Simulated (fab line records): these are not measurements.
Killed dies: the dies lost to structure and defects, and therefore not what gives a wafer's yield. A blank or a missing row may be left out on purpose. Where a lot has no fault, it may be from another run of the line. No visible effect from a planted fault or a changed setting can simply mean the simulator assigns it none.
fab line records | flow sky130
[record] lots = 13 | wafers = 39 | lastDay = 50
route steps=708 shown METAL3@563 VIA3@585 PAD_OPEN@708
lots that met no fault: taken from a fault-free run of the same line
startH: start of the lot's first displayed wafer, in hours after the record's first day | waitH: how many hours have passed since the lot's step before this one | " identical to the entry in the row above | L1.1+2: a row that stands for several wafers | - no value, or no start was given | * or withheld: withheld | < > ~ a bound
route shown NAME@n: a module of which the file shows steps, and the number in the route of the first | usual: mean and standard deviation over wafers with no fault | same: alike in all rows | chamber/n: place in a boat | sites: each site's reading | _std_site: standard deviation across them | _edge_site: the outer-site mean with the inner-site mean subtracted | radiusMm: how far each site lies from the wafer's centre | mask NAME#n: copy n | behind: tool/chamber where the wafer was last shaped | hold: cause of the lot's hold/its duration in hours/its outcome | device: which transistor (n, p or np) failed to switch | end of line: tests of these same wafers at the route's end | step lacking rows: just its recipe | killed: dies that structure and defects cost at the first sort, which is not the same as the wafer's yield | map: a wafer's dies, x killed, . not, _ none there
set.NAME: the setting as run; set.NAME@STEP: as run at that earlier step | model.NAME: the simulator's own value behind a step, which no gauge read
route steps across a sampled set of lots; one table per step, one row per wafer
services: a tool's chamber out of use, with start hour (startH, from the record's first day; less than 0 if before it), hours out, and reason
[[steps]]
[step SKY_METAL3_CD_MEAS_13]
[recipe] targetCdNm = 300
[usual] cdNm = 300.0/1.5
lot.wafer | tool     | chamber | startH  | waitH | cdNm
L447.2    | cdSem-02 | -       | 910.63  | -     | 299.9
L447.3    | "        | -       | "       | "     | 300.4
L447.6    | "        | -       | "       | "     | 300.4
L448.1    | cdSem-02 | -       | 915.68  | -     | 298.3
L448.5    | "        | -       | "       | "     | 297.3
L448.6    | "        | -       | "       | "     | 296.8
L449.2    | cdSem-01 | -       | 917.11  | -     | 302.2
L449.4    | "        | -       | "       | "     | 303.6
L449.6    | "        | -       | "       | "     | 302.4
L450.1    | cdSem-02 | -       | 936.49  | -     | 299.8
L450.3    | "        | -       | "       | "     | 299.8
L450.5    | "        | -       | "       | "     | 300.4
L451.2    | cdSem-02 | -       | 939.63  | -     | 299.2
L451.4    | "        | -       | "       | "     | 300.1
L451.5    | "        | -       | "       | "     | 299.6
L453.3    | cdSem-01 | -       | 957.83  | -     | 299.6
L453.4    | "        | -       | "       | "     | 300.2
L453.5    | "        | -       | "       | "     | 299.9
L456.3    | cdSem-01 | -       | 971.23  | -     | 302.7
L456.5    | "        | -       | "       | "     | 301.7
L456.6    | "        | -       | "       | "     | 302.9
L457.1    | cdSem-01 | -       | 979.94  | -     | 298.6
L457.2    | "        | -       | "       | "     | 300.1
L457.4    | "        | -       | "       | "     | 300.8
L458.3    | cdSem-01 | -       | 985.03  | -     | 300.5
L458.4    | "        | -       | "       | "     | 300.1
L458.5    | "        | -       | "       | "     | 298.9
L460.3    | cdSem-02 | -       | 997.93  | -     | 300.1
L460.4    | "        | -       | "       | "     | 300.5
L460.6    | "        | -       | "       | "     | 300.3
L463.1    | cdSem-02 | -       | 1022.54 | -     | 300.2
L463.3    | "        | -       | "       | "     | 300.5
L463.5    | "        | -       | "       | "     | 299.3
L465.3    | cdSem-02 | -       | 1033.88 | -     | 299.5
L465.5    | "        | -       | "       | "     | 298.2
L465.6    | "        | -       | "       | "     | 300.4
L469.1    | cdSem-01 | -       | 1068.14 | -     | 299.0
L469.2    | "        | -       | "       | "     | 298.9
L469.4    | "        | -       | "       | "     | 298.9
[step SKY_VIA3_CD_MEAS_12]
[recipe] targetCdNm = 200
[usual] cdNm = 200.2/1.2
lot.wafer | tool     | chamber | startH  | waitH | cdNm
L447.2    | cdSem-01 | -       | 936.50  | -     | 202.0
L447.3    | "        | -       | "       | "     | 200.4
L447.6    | "        | -       | "       | "     | 200.5
L448.1    | cdSem-01 | -       | 941.79  | -     | 198.0
L448.5    | "        | -       | "       | "     | 200.0
L448.6    | "        | -       | "       | "     | 199.0
L449.2    | cdSem-02 | -       | 943.25  | -     | 198.7
L449.4    | "        | -       | "       | "     | 198.2
L449.6    | "        | -       | "       | "     | 197.7
L450.1    | cdSem-01 | -       | 962.38  | -     | 199.7
L450.3    | "        | -       | "       | "     | 200.5
L450.5    | "        | -       | "       | "     | 198.4
L451.2    | cdSem-01 | -       | 966.51  | -     | 200.4
L451.4    | "        | -       | "       | "     | 200.2
L451.5    | "        | -       | "       | "     | 200.3
L453.3    | cdSem-01 | -       | 983.78  | -     | 202.0
L453.4    | "        | -       | "       | "     | 200.8
L453.5    | "        | -       | "       | "     | 201.5
L456.3    | cdSem-01 | -       | 996.33  | -     | 200.5
L456.5    | "        | -       | "       | "     | 199.4
L456.6    | "        | -       | "       | "     | 200.6
L457.1    | cdSem-01 | -       | 1005.33 | -     | 199.1
L457.2    | "        | -       | "       | "     | 196.6
L457.4    | "        | -       | "       | "     | 198.4
L458.3    | cdSem-01 | -       | 1010.03 | -     | 200.8
L458.4    | "        | -       | "       | "     | 201.0
L458.5    | "        | -       | "       | "     | 200.6
L460.3    | cdSem-01 | -       | 1023.33 | -     | 198.5
L460.4    | "        | -       | "       | "     | 199.3
L460.6    | "        | -       | "       | "     | 199.9
L463.1    | cdSem-01 | -       | 1046.04 | -     | 202.4
L463.3    | "        | -       | "       | "     | 202.9
L463.5    | "        | -       | "       | "     | 200.0
L465.3    | cdSem-02 | -       | 1057.93 | -     | 200.0
L465.5    | "        | -       | "       | "     | 198.7
L465.6    | "        | -       | "       | "     | 199.6
L469.1    | cdSem-01 | -       | 1090.29 | -     | 200.3
L469.2    | "        | -       | "       | "     | 200.0
L469.4    | "        | -       | "       | "     | 200.8
[step SKY_VIA3_OVL_MEAS_13]
[usual] VIA3_OVL = 2/5
lot.wafer | tool       | chamber | startH  | waitH | VIA3_OVL[nm]
L447.2    | overlay-02 | -       | 936.61  | 0.1   | 4
L447.3    | "          | -       | "       | "     | 6
L447.6    | "          | -       | "       | "     | 10
L448.1    | overlay-01 | -       | 941.91  | 0.1   | 3
L448.5    | "          | -       | "       | "     | 10
L448.6    | "          | -       | "       | "     | -9
L449.2    | overlay-01 | -       | 943.36  | 0.1   | -4
L449.4    | "          | -       | "       | "     | -11
L449.6    | "          | -       | "       | "     | -1
L450.1    | overlay-02 | -       | 962.50  | 0.1   | 5
L450.3    | "          | -       | "       | "     | 4
L450.5    | "          | -       | "       | "     | -1
L451.2    | overlay-02 | -       | 966.61  | 0.1   | 8
L451.4    | "          | -       | "       | "     | 7
L451.5    | "          | -       | "       | "     | -1
L453.3    | overlay-02 | -       | 983.87  | 0.1   | 8
L453.4    | "          | -       | "       | "     | 4
L453.5    | "          | -       | "       | "     | 1
L456.3    | overlay-02 | -       | 996.42  | 0.1   | -4
L456.5    | "          | -       | "       | "     | -1
L456.6    | "          | -       | "       | "     | -10
L457.1    | overlay-01 | -       | 1005.45 | 0.1   | 5
L457.2    | "          | -       | "       | "     | 10
L457.4    | "          | -       | "       | "     | 5
L458.3    | overlay-01 | -       | 1010.12 | 0.1   | 7
L458.4    | "          | -       | "       | "     | -1
L458.5    | "          | -       | "       | "     | 0
L460.3    | overlay-01 | -       | 1023.42 | 0.1   | -2
L460.4    | "          | -       | "       | "     | -8
L460.6    | "          | -       | "       | "     | -2
L463.1    | overlay-01 | -       | 1046.16 | 0.1   | 1
L463.3    | "          | -       | "       | "     | 7
L463.5    | "          | -       | "       | "     | 4
L465.3    | overlay-02 | -       | 1058.02 | 0.1   | -2
L465.5    | "          | -       | "       | "     | 5
L465.6    | "          | -       | "       | "     | -5
L469.1    | overlay-01 | -       | 1090.41 | 0.1   | 7
L469.2    | "          | -       | "       | "     | -1
L469.4    | "          | -       | "       | "     | 6
[step SKY_VIA3_STRIP_16]
[recipe] chemistry = O2/N2 | powerW = 1400 | pressureMtorr = 1500 | platenTempC = withheld | o2FlowSccm = 3000 | n2FlowSccm = 300 | overashFraction = 0.5
[usual] chamberPressureMTorr = 1499.8/1.2 | drypumpMotorCurrentA = 6.0/0.35 | oesProductAu = 0.403/0.0044 | stripTimeToEndpointS = 4.133/0.029
lot.wafer | tool           | chamber | startH  | waitH | chamberPressureMTorr | drypumpMotorCurrentA | oesProductAu | rfHoursCounterH | stripTimeToEndpointS
L447.2    | plasmaAsher-01 | 1       | 936.74  | 0.0   | 1501.9               | 5.6                  | 0.404        | 106             | 4.117
L447.3    | "              | 0       | "       | "     | 1500.2               | 6.0                  | 0.407        | -               | 4.166
L447.6    | "              | 0       | "       | "     | 1497.5               | 6.0                  | 0.402        | -               | 4.135
L448.1    | plasmaAsher-02 | 1       | 942.04  | 0.0   | 1500.1               | 5.9                  | 0.409        | 81              | 4.161
L448.5    | "              | 0       | "       | "     | 1498.9               | 5.5                  | 0.393        | -               | 4.103
L448.6    | "              | 1       | "       | "     | 1500.0               | 6.0                  | 0.403        | -               | 4.123
L449.2    | plasmaAsher-02 | 0       | 943.49  | 0.0   | 1500.8               | 5.5                  | 0.404        | 82              | 4.163
L449.4    | "              | 1       | "       | "     | 1498.2               | 6.0                  | 0.407        | -               | 4.091
L449.6    | "              | 0       | "       | "     | 1499.8               | 5.5                  | 0.399        | -               | 4.181
L450.1    | plasmaAsher-03 | 1       | 962.64  | 0.0   | 1500.2               | 6.4                  | 0.401        | 54              | 4.159
L450.3    | "              | 0       | "       | "     | 1501.5               | 6.4                  | 0.405        | -               | 4.215
L450.5    | "              | 1       | "       | "     | 1499.6               | 6.4                  | 0.402        | -               | 4.135
L451.2    | plasmaAsher-01 | 1       | 966.74  | 0.0   | 1497.9               | 5.6                  | 0.399        | 110             | 4.070
L451.4    | "              | 0       | "       | "     | 1500.6               | 6.0                  | 0.403        | -               | 4.099
L451.5    | "              | 0       | "       | "     | 1501.7               | 6.0                  | 0.396        | -               | 4.096
L453.3    | plasmaAsher-01 | 1       | 984.03  | 0.1   | 1498.1               | 5.6                  | 0.406        | -               | 4.128
L453.4    | "              | 0       | "       | "     | 1498.4               | 6.0                  | 0.406        | -               | 4.124
L453.5    | "              | 0       | "       | "     | 1500.3               | 6.0                  | 0.405        | -               | 4.171
L456.3    | plasmaAsher-03 | 1       | 996.58  | 0.1   | 1499.5               | 6.4                  | 0.405        | -               | 4.127
L456.5    | "              | 1       | "       | "     | 1501.0               | 6.4                  | 0.399        | -               | 4.096
L456.6    | "              | 0       | "       | "     | 1500.4               | 6.4                  | 0.397        | -               | 4.128
L457.1    | plasmaAsher-03 | 1       | 1005.59 | 0.0   | 1500.7               | 6.4                  | 0.401        | 59              | 4.134
L457.2    | "              | 0       | "       | "     | 1500.2               | 6.4                  | 0.407        | 59              | 4.162
L457.4    | "              | 0       | "       | "     | 1499.5               | 6.4                  | 0.404        | -               | 4.152
L458.3    | plasmaAsher-01 | 1       | 1010.28 | 0.1   | 1497.7               | 5.6                  | 0.396        | -               | 4.141
L458.4    | "              | 0       | "       | "     | 1499.2               | 6.0                  | 0.402        | -               | 4.136
L458.5    | "              | 0       | "       | "     | 1500.5               | 6.0                  | 0.412        | -               | 4.147
L460.3    | plasmaAsher-02 | 0       | 1023.58 | 0.1   | 1497.1               | 5.5                  | 0.399        | -               | 4.121
L460.4    | "              | 1       | "       | "     | 1501.2               | 6.0                  | 0.399        | -               | 4.140
L460.6    | "              | 0       | "       | "     | 1499.1               | 5.5                  | 0.401        | -               | 4.119
L463.1    | plasmaAsher-03 | 0       | 1046.29 | 0.0   | 1497.5               | 6.4                  | 0.400        | 63              | 4.145
L463.3    | "              | 1       | "       | "     | 1799.9               | 6.4                  | 0.406        | -               | 4.023
L463.5    | "              | 0       | "       | "     | 1501.5               | 6.4                  | 0.409        | -               | 4.158
L465.3    | plasmaAsher-03 | 1       | 1058.18 | 0.1   | 1802.0               | 6.4                  | 0.399        | -               | 3.990
L465.5    | "              | 0       | "       | "     | 1499.6               | 6.4                  | 0.408        | -               | 4.165
L465.6    | "              | 1       | "       | "     | 1801.0               | 6.4                  | 0.400        | -               | 3.990
L469.1    | plasmaAsher-02 | 1       | 1090.55 | 0.0   | 1501.1               | 6.0                  | 0.405        | 97              | 4.088
L469.2    | "              | 0       | "       | "     | 1498.5               | 5.5                  | 0.396        | 97              | 4.130
L469.4    | "              | 0       | "       | "     | 1500.4               | 5.6                  | 0.414        | -               | 4.138
[step SKY_PAD_OPEN_PROBE_99]
[usual] defectLimitedYield = 82.1/1.9 | killed_at_M0_to_M3 = 45/6.8 | killed_at_M4_up = 3.0/1.7 | killedAtContacts = 25/5.7 | killedAtFrontEnd = 15/4.6 | killedAtOther = 0.3/0.66 | killedDies = 88/9.5 | killedOpen = 48/7.3 | killedShort = 39/6.5 | sort_bin_3_pad_short = 0.9/0.47 | sort_bin_5_function = 10.6/1.5 | sort_bin_6_memory = 6.4/1.2 | sortNPass = 404/9.5 | sortYieldPct = 82.1/1.9
[same] grossDies = 492 | killedAtBackSide = 0 | sort_bin_4_leakage[%] = 0 | sort_bin_8_speed[%] = 0
lot.wafer | tool      | chamber | startH  | waitH | defectLimitedYield[%] | killed_at_M0_to_M3 | killed_at_M4_up | killedAtContacts | killedAtFrontEnd | killedAtOther | killedDies | killedOpen | killedShort | sort_bin_3_pad_short[%] | sort_bin_5_function[%] | sort_bin_6_memory[%] | sortNPass | sortYieldPct[%]
L450.1    | prober-02 | -       | 1104.51 | 0.1   | 80.1                  | 44                 | 2               | 24               | 27               | 1             | 98         | 48         | 50          | 0.6                     | 11.0                   | 8.3                  | 394       | 80.1
L450.3    | prober-02 | -       | 1104.61 | 0.2   | 78.0                  | 50                 | 5               | 35               | 18               | 0             | 108        | 59         | 49          | 2.6                     | 12.4                   | 6.9                  | 384       | 78.0
L450.5    | prober-02 | -       | 1104.71 | 0.2   | 83.3                  | 43                 | 1               | 28               | 10               | 0             | 82         | 45         | 37          | 1.4                     | 9.3                    | 5.9                  | 410       | 83.3
L460.3    | prober-02 | -       | 1154.20 | 0.2   | 84.3                  | 38                 | 0               | 21               | 18               | 0             | 77         | 41         | 36          | 0.8                     | 8.9                    | 5.9                  | 415       | 84.3
L460.4    | prober-02 | -       | 1154.25 | 0.2   | 84.6                  | 33                 | 0               | 27               | 16               | 0             | 76         | 40         | 36          | 0.4                     | 9.6                    | 5.5                  | 416       | 84.6
L460.6    | prober-02 | -       | 1154.35 | 0.2   | 80.9                  | 56                 | 0               | 20               | 17               | 1             | 94         | 59         | 35          | 0.6                     | 11.4                   | 7.1                  | 398       | 80.9
L463.1    | prober-01 | -       | 1172.70 | 0.1   | 84.1                  | 43                 | 1               | 20               | 14               | 0             | 78         | 46         | 32          | 0.2                     | 10.2                   | 5.5                  | 414       | 84.1
L463.3    | prober-01 | -       | 1172.80 | 0.2   | 82.5                  | 42                 | 3               | 27               | 14               | 0             | 86         | 42         | 44          | 1.2                     | 10.0                   | 6.3                  | 406       | 82.5
L463.5    | prober-01 | -       | 1172.90 | 0.2   | 80.3                  | 44                 | 1               | 36               | 16               | 0             | 97         | 53         | 44          | 1.2                     | 11.8                   | 6.7                  | 395       | 80.3
L465.3    | prober-01 | -       | 1181.75 | 0.2   | 79.7                  | 50                 | 3               | 25               | 21               | 1             | 100        | 58         | 40          | 0.6                     | 12.2                   | 7.5                  | 392       | 79.7
L465.5    | prober-01 | -       | 1181.85 | 0.2   | 84.6                  | 45                 | 3               | 16               | 12               | 0             | 76         | 40         | 36          | 0.4                     | 10.4                   | 4.7                  | 416       | 84.6
L465.6    | prober-01 | -       | 1181.90 | 0.2   | 80.5                  | 54                 | 6               | 20               | 16               | 0             | 96         | 53         | 43          | 1.6                     | 11.4                   | 6.5                  | 396       | 80.5
// killed by level:class
L450.1 VIA1:geometricParticle:open=8 CONTACT:geometricParticle:short=7 CONTACT:geometricParticle:open=7 VIA2:geometricParticle:open=7 FIELD_ISO:geometricParticle:open=6 POLY_GATE:geometricParticle:short=6 METAL2:geometricParticle:short=6 METAL1:geometricParticle:short=5
L450.3 LI_CONTACT:geometricParticle:open=11 CONTACT:geometricParticle:open=11 VIA3:geometricParticle:open=9 LOCAL_INTERCONNECT:geometricParticle:short=9 VIA1:geometricParticle:open=8 POLY_GATE:geometricParticle:open=7 METAL2:geometricParticle:short=7 POLY_GATE:geometricParticle:short=6
L450.5 VIA2:geometricParticle:open=13 CONTACT:geometricParticle:open=11 METAL2:geometricParticle:short=8 METAL1:geometricParticle:short=5 LI_CONTACT:geometricParticle:open=5 LOCAL_INTERCONNECT:geometricParticle:short=5 CONTACT:geometricParticle:short=5 VIA3:geometricParticle:open=5
L460.3 VIA2:geometricParticle:open=8 VIA1:geometricParticle:short=8 CONTACT:geometricParticle:open=7 VIA1:geometricParticle:open=7 FIELD_ISO:geometricParticle:short=5 LI_CONTACT:geometricParticle:open=5 LOCAL_INTERCONNECT:geometricParticle:short=5 VIA3:geometricParticle:open=5
L460.4 CONTACT:geometricParticle:open=10 METAL1:geometricParticle:short=7 LI_CONTACT:geometricParticle:open=7 VIA2:geometricParticle:open=7 VIA1:geometricParticle:open=6 LOCAL_INTERCONNECT:geometricParticle:short=5 CONTACT:geometricParticle:short=5 FIELD_ISO:geometricParticle:short=4
L460.6 VIA1:geometricParticle:open=13 VIA3:geometricParticle:open=10 LI_CONTACT:geometricParticle:open=8 VIA2:geometricParticle:open=7 METAL1:geometricParticle:short=7 CONTACT:geometricParticle:open=6 VIA1:geometricParticle:short=6 FIELD_ISO:geometricParticle:open=4
L463.1 LI_CONTACT:geometricParticle:open=10 VIA1:geometricParticle:short=8 VIA3:geometricParticle:open=8 VIA1:geometricParticle:open=7 CONTACT:geometricParticle:open=5 VIA2:geometricParticle:open=5 FIELD_ISO:geometricParticle:open=4 FIELD_ISO:geometricParticle:short=3
L463.3 CONTACT:geometricParticle:open=10 LOCAL_INTERCONNECT:geometricParticle:short=7 VIA1:geometricParticle:short=6 VIA3:geometricParticle:open=5 METAL1:geometricParticle:short=5 VIA1:geometricParticle:open=5 VIA2:geometricParticle:open=5 VIA3:geometricParticle:short=5
L463.5 CONTACT:geometricParticle:open=13 LI_CONTACT:geometricParticle:open=10 VIA3:geometricParticle:open=8 METAL1:geometricParticle:short=7 VIA1:geometricParticle:open=6 VIA3:geometricParticle:short=6 FIELD_ISO:geometricParticle:short=5 LI_CONTACT:geometricParticle:short=5
L465.3 VIA2:geometricParticle:open=12 VIA1:geometricParticle:open=12 LI_CONTACT:geometricParticle:open=11 FIELD_ISO:geometricParticle:open=8 METAL2:geometricParticle:short=6 CONTACT:geometricParticle:short=5 CONTACT:geometricParticle:open=5 VIA1:geometricParticle:short=5
L465.5 VIA2:geometricParticle:open=10 VIA1:geometricParticle:open=8 FIELD_ISO:geometricParticle:short=6 METAL1:geometricParticle:short=6 CONTACT:geometricParticle:open=6 FIELD_ISO:geometricParticle:open=5 VIA1:geometricParticle:short=5 VIA2:geometricParticle:short=4
L465.6 FIELD_ISO:geometricParticle:open=9 VIA3:geometricParticle:open=9 LI_CONTACT:geometricParticle:open=8 CONTACT:geometricParticle:open=7 VIA1:geometricParticle:open=7 METAL1:geometricParticle:short=7 METAL2:geometricParticle:short=6 VIA2:geometricParticle:open=6
[[services]]
tool           | chamber | startH  | hours | kind
plasmaAsher-01 | -       | 1002.24 | 2.8   | pm
plasmaAsher-01 | -       | 1055.25 | 9.0   | pm
plasmaAsher-01 | 0       | 1055.25 | 9.0   | ventCycle
plasmaAsher-01 | 1       | 1055.25 | 9.0   | ventCycle
plasmaAsher-01 | 0       | 1064.25 | -     | clean
plasmaAsher-01 | 1       | 1064.25 | -     | clean
[[key]]
[firstSign] step = SKY_VIA3_STRIP_16 | reading = chamberPressureMTorr | direction = up | sigmas = 99+ | usual = 1499.8 | struck = 1800.9
[effect] step = SKY_VIA3_STRIP_16 | reading = stripTimeToEndpointS | direction = down | sigmas = 4.6 | usual = * | struck = *
metAt SKY_VIA3_STRIP_16
struckLots L463,L465
struckWafers L463.3,L465.3,L465.6
notActingAt SKY_METAL3_CD_MEAS_13,SKY_VIA3_CD_MEAS_12,SKY_VIA3_OVL_MEAS_13
onsetBetween 1005.59 1046.29
[fault] kind = processParameterDrift | tool = plasmaAsher-03 | chamber = 1 | onsetH = 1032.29 | steps = SKY_VIA3_STRIP_16 | channel = pressureMtorr | offset = 300 | shape = step | endH = 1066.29 | actsIn = theseRecipesOnly | stated = 1500
